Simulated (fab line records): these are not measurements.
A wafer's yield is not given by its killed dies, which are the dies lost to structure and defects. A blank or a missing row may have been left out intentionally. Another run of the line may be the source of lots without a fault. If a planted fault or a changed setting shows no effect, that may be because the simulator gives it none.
Which tool did it? ; flow sky130 ; Sampling: 24 lots, 72 wafers, 4 of 708 route steps

WHAT THE GAUGES READ, wafer by wafer
SKY_VIA2_OVL_MEAS_13. Usual: VIA2_OVL typically reads 1 nm, with standard deviation 5.
lot;measured;on;VIA2_OVL (nm);flag
L074;day 36 01:29;overlay-02;2 8 2;
L075;day 36 10:20;overlay-01;2 7 4;
L076;day 37 03:30;overlay-02;6 -3 -2;
L077;day 37 04:26;overlay-02;10 -3 8;
L078;day 37 13:35;overlay-02;5 -2 1;
L079;day 38 00:28;overlay-01;3 3 6;
L080;day 38 10:26;overlay-01;0 6 3;
L081;day 38 18:05;overlay-01;-3 2 -2;
L082;day 38 23:23;overlay-01;-2 -3 -4;
L083;day 39 02:44;overlay-01;0 5 2;
L084;day 39 14:08;overlay-02;-1 0 -1;
L085;day 39 23:11;overlay-01;-3 -6 -7;
L086;day 40 06:14;overlay-02;1 11 1;
L087;day 40 06:35;overlay-01;-2 -5 -1;
L088;day 40 18:37;overlay-02;-7 -8 -4;
L089;day 40 21:56;overlay-01;8 -2 -2;
L090;day 41 03:08;overlay-02;-5 -10 -10;
L091;day 41 13:34;overlay-01;12 7 2;
L092;day 41 17:30;overlay-02;0 -2 5;
L093;day 42 02:44;overlay-01;-5 -11 -7;
L094;day 42 07:44;overlay-02;3 9 2;
L095;day 42 21:41;overlay-02;-1 8 2;
L096;day 43 01:38;overlay-02;-4 0 -5;
L097;day 43 07:08;overlay-02;1 -6 0;

SKY_CAPM_RS_MEAS_03: measurement is done with a four-point probe. Usual: CAPM_TIN_RS typically reads 6.90 ohm/sq, with standard deviation 0.076.
lot;measured;on;CAPM_TIN_RS (ohm/sq);flag
L074;day 36 03:19;film metro-03;7.06 7.03 7.00;
L075;day 36 12:05;film metro-01;6.87 6.90 6.87;
L076;day 37 05:17;film metro-01;7.13 6.98 6.97;
L077;day 37 06:13;film metro-04;6.91 6.87 6.88;
L078;day 37 15:52;film metro-04;6.93 7.04 6.92;
L079;day 38 02:13;film metro-03;6.85 6.85 6.91;
L080;day 38 12:12;film metro-01;6.96 6.95 7.01;
L081;day 38 19:52;film metro-01;6.91 6.85 6.91;
L082;day 39 01:26;film metro-01;6.84 6.87 6.83;
L083;day 39 04:57;film metro-03;6.98 6.87 6.88;
L084;day 39 15:53;film metro-03;6.92 6.92 6.96;
L085;day 40 00:58;film metro-01;6.83 6.83 6.80;
L086;day 40 08:22;film metro-03;6.99 6.88 6.88;
L087;day 40 08:32;film metro-03;7.02 7.03 6.99;
L088;day 40 20:23;film metro-03;7.01 7.07 6.96;
L089;day 40 23:43;film metro-03;6.89 6.84 6.90;
L090;day 41 04:56;film metro-03;6.84 6.86 6.84;
L091;day 41 15:19;film metro-03;6.86 6.85 6.88;
L092;day 41 19:16;film metro-03;6.87 6.93 6.88;
L093;day 42 04:31;film metro-03;6.88 6.87 6.99;
L094;day 42 09:31;film metro-01;6.83 6.98 6.81;
L095;day 42 23:29;film metro-03;6.89 6.84 6.84;
L096;day 43 03:26;film metro-01;6.90 6.83 6.81;
L097;day 43 08:53;film metro-01;6.81 6.73 6.83;

WHICH TOOL RAN EACH LOT (tool, then ch and the chambers of the sampled wafers, then the start)
lot;SKY_METAL3_SPUTTER_00;SKY_METAL3_SPUTTER_01
L074;pvd sputter-04, day 36 02:57;pvd sputter-04, day 36 02:58
L075;pvd sputter-04, day 36 11:44;pvd sputter-04, day 36 11:45
L076;pvd sputter-03, day 37 04:53;pvd sputter-03, day 37 04:55
L077;pvd sputter-04, day 37 05:53;pvd sputter-04, day 37 05:54
L078;pvd sputter-03, day 37 15:30;pvd sputter-03, day 37 15:31
L079;pvd sputter-03, day 38 01:52;pvd sputter-03, day 38 01:53
L080;pvd sputter-04, day 38 11:50;pvd sputter-04, day 38 11:52
L081;pvd sputter-02, day 38 19:31;pvd sputter-02, day 38 19:32
L082;pvd sputter-03, day 39 01:05;pvd sputter-03, day 39 01:06
L083;pvd sputter-02, day 39 04:36;pvd sputter-02, day 39 04:37
L084;pvd sputter-02, day 39 15:32;pvd sputter-02, day 39 15:34
L085;pvd sputter-02, day 40 00:35;pvd sputter-02, day 40 00:37
L086;pvd sputter-03, day 40 07:59;pvd sputter-03, day 40 08:01
L087;pvd sputter-04, day 40 08:05;pvd sputter-04, day 40 08:06
L088;pvd sputter-02, day 40 20:02;pvd sputter-02, day 40 20:04
L089;pvd sputter-02, day 40 23:22;pvd sputter-02, day 40 23:23
L090;pvd sputter-04, day 41 04:34;pvd sputter-04, day 41 04:35
L091;pvd sputter-04, day 41 14:58;pvd sputter-04, day 41 14:59
L092;pvd sputter-02, day 41 18:53;pvd sputter-02, day 41 18:55
L093;pvd sputter-04, day 42 04:08;pvd sputter-04, day 42 04:10
L094;pvd sputter-04, day 42 09:11;pvd sputter-04, day 42 09:12
L095;pvd sputter-02, day 42 23:08;pvd sputter-02, day 42 23:10
L096;pvd sputter-02, day 43 03:03;pvd sputter-02, day 43 03:04
L097;pvd sputter-02, day 43 08:32;pvd sputter-02, day 43 08:34
- SKY_METAL3_SPUTTER_00: material Ti, target thk 15 nm, time 10 s.
- SKY_METAL3_SPUTTER_01: material TiN, target thk 20 nm, time 16.7 s.

WHAT THE TOOLS THEMSELVES READ (means of the sampled wafers that have a number; where no wafer has one, the mark that the record gives instead)
SKY_METAL3_SPUTTER_00. Usual: throttle valve pct at 29.8 %, with a standard deviation of 0.78.
lot;tool;throttle valve pct (%);flag
L074;pvd sputter-04;29.7;
L075;pvd sputter-04;29.0;
L076;pvd sputter-03;30.0;
L077;pvd sputter-04;29.6;
L078;pvd sputter-03;29.1;
L079;pvd sputter-03;29.2;
L080;pvd sputter-04;29.2;
L081;pvd sputter-02;30.3;
L082;pvd sputter-03;30.0;
L083;pvd sputter-02;29.8;
L084;pvd sputter-02;29.9;
L085;pvd sputter-02;29.8;
L086;pvd sputter-03;30.2;
L087;pvd sputter-04;29.7;
L088;pvd sputter-02;30.3;
L089;pvd sputter-02;29.6;
L090;pvd sputter-04;29.3;
L091;pvd sputter-04;30.0;
L092;pvd sputter-02;30.1;
L093;pvd sputter-04;29.5;
L094;pvd sputter-04;29.3;
L095;pvd sputter-02;30.2;
L096;pvd sputter-02;29.8;
L097;pvd sputter-02;30.2;

SKY_METAL3_SPUTTER_01. Usual: throttle valve pct at 29.8 %, with a standard deviation of 0.79.
lot;tool;throttle valve pct (%);flag
L074;pvd sputter-04;29.5;
L075;pvd sputter-04;29.0;
L076;pvd sputter-03;29.9;
L077;pvd sputter-04;29.8;
L078;pvd sputter-03;29.2;
L079;pvd sputter-03;29.3;
L080;pvd sputter-04;29.2;
L081;pvd sputter-02;30.0;
L082;pvd sputter-03;30.0;
L083;pvd sputter-02;30.0;
L084;pvd sputter-02;29.8;
L085;pvd sputter-02;29.7;
L086;pvd sputter-03;30.1;
L087;pvd sputter-04;29.7;
L088;pvd sputter-02;30.3;
L089;pvd sputter-02;29.7;
L090;pvd sputter-04;29.3;
L091;pvd sputter-04;29.8;
L092;pvd sputter-02;30.3;
L093;pvd sputter-04;29.3;
L094;pvd sputter-04;29.3;
L095;pvd sputter-02;30.2;
L096;pvd sputter-02;29.9;
L097;pvd sputter-02;30.2;

THE ANSWER, worked out from the rows above alone
Rule: a lot is off if the mean of its wafers that have a number lies more than 3 standard deviations from the usual mean. A lot without any number at a reading at which 4 lots or more have one is off too. Any other lot the step has rows for is counted as sound. First the gauges in route order, then the tools' own readings, where a lot's mean is used as printed above. At the first step where some lot is off, the reading lying furthest off is the one used; lots without a number count as furthest.
None of the lots is off at any reading shown; this tells nothing.

WHAT THE SIMULATOR PUT IN
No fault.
